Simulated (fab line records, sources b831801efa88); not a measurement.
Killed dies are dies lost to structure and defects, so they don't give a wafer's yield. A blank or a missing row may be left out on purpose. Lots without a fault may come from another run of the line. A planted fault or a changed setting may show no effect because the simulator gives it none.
Chamber matching | flow sfq_line | SFQ_TRILAYER_I0_CMP_CMP_028 on cmp-01: 4 sister chambers
The step polishes SiO2. 14 wafers are shown with their chamber, then 7 later ones without.

WAFERS WITH THEIR CHAMBER
wafer  | chamber | motor_current_A (A) | time_to_endpoint_s (s)
L620.4 | 2       | 11.3                | 225
L620.1 | 0       | 10.8                | 217
L620.3 | 1       | 10.6                | 216
L623.4 | 0       | 11.5                | 212
L623.5 | 3       | 8.6                 | 217
L623.6 | 0       | 11.8                | 215
L624.1 | 2       | 10.7                | 215
L624.3 | 3       | 8.9                 | 222
L624.4 | 1       | 10.8                | 229
L630.3 | 3       | 8.9                 | 205
L630.4 | 0       | 10.5                | 212
L630.5 | 2       | 11.1                | 210
L636.4 | 0       | 10.6                | 212
L636.5 | 3       | 8.7                 | 212

SIGNATURES (means of the wafers above)
reading            | chamber 0 | chamber 1 | chamber 2 | chamber 3 | scatter within a chamber
motor_current_A    | 11.040    | 10.700    | 11.033    | 8.775     | 0.401
time_to_endpoint_s | 213.60    | 222.50    | 216.67    | 214.00    | 6.17
Rule: a wafer's distance from a chamber is the root of the sum, over the readings, of the square of ((its reading less the chamber's mean) divided by the reading's scatter). The wafer belongs to the nearest chamber; if the next one is less than 2 further off, it can't be placed. The scatter: the root of (the sum of the squares of (reading less its chamber's mean) over the shown wafers, divided by (wafers less chambers)).

WAFERS WITHOUT THEIR CHAMBER
wafer  | motor_current_A (A) | time_to_endpoint_s (s)
L636.6 | 11.6                | 208
L637.2 | 11.3                | 199
L637.3 | 10.9                | 212
L637.4 | 8.7                 | 212
L641.1 | 8.3                 | 209
L641.3 | 10.8                | 208
L641.6 | 11.1                | 216

WHICH CHAMBER EACH WENT THROUGH
wafer  | from the rows above          | in truth
L636.6 | can't be placed: 0 or 2 or 1 | 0
L637.2 | can't be placed: 0 or 2 or 1 | 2
L637.3 | can't be placed: 0 or 2 or 1 | 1
L637.4 | 3                            | 3
L641.1 | 3                            | 3
L641.3 | can't be placed: 0 or 2 or 1 | 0
L641.6 | can't be placed: 2 or 0 or 1 | 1
Placed correctly: 2 of 7. Can't be placed from these rows: 5 (the true chamber is among the candidates in 5). Placed wrongly: 0.
